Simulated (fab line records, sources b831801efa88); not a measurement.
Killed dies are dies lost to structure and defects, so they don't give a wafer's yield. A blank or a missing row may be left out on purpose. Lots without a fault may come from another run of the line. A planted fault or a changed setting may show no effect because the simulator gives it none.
A struck lot beside a sound one | flow gf180mcu | 3 steps out of a route of 602
Sound: wafers L640.2, L640.3, L640.6. Struck: wafers L631.3, L631.4, L631.6. The cause comes at the end.
At each step with rows: each side's tool, then ch and its chambers, then its first start. Under that, the readings that differ: sound wafers | struck wafers | difference of the means | sigmas: that difference in standard deviations of wafers without a fault.
alike: readings whose means differ by less than 2 such deviations, and words and numbers that are the same on both sides. not compared: withheld readings, readings that some wafer has no value for, bounds like >300 that may hide the same value, and numbers for which the record gives no deviation and whose values overlap.
The two part at a step that has a row with sigmas, a row that says differs or no value, or rows on one side only. Numbers that don't overlap but have no deviation are shown without sigmas and don't part them. A reading that every wafer of one side lacks parts them only if that side has two wafers or more.

GF_STI_BOW_MEAS_00:
  sound on film_metro-02, day 5 14:01; struck on film_metro-01, day 3 17:02
  alike: INCOMING_BOW
GF_STI_OXIDATION_01: stabilise 600 s, purge 300 s, target thk 10 nm.
  sound on furnace-01 ch 0, day 5 14:07; struck on furnace-01, day 3 18:00
  no value came back on the struck wafers for ox_temp_c (C), ox_temp_c_max, spike_tc_bottom_C (C), zone_power_lower_pct (%); on the sound wafers ox_temp_c (C) reads 899.4 899.8 899.2
then, 1 step without rows for these wafers: GF_STI_CVD_03 (deposits Si3N4 from DCS/NH3, target thk 207.16 nm, time 3551 s).

WHERE THEY PART
Only at GF_STI_OXIDATION_01, within this record.

WHY: what the simulator had put in
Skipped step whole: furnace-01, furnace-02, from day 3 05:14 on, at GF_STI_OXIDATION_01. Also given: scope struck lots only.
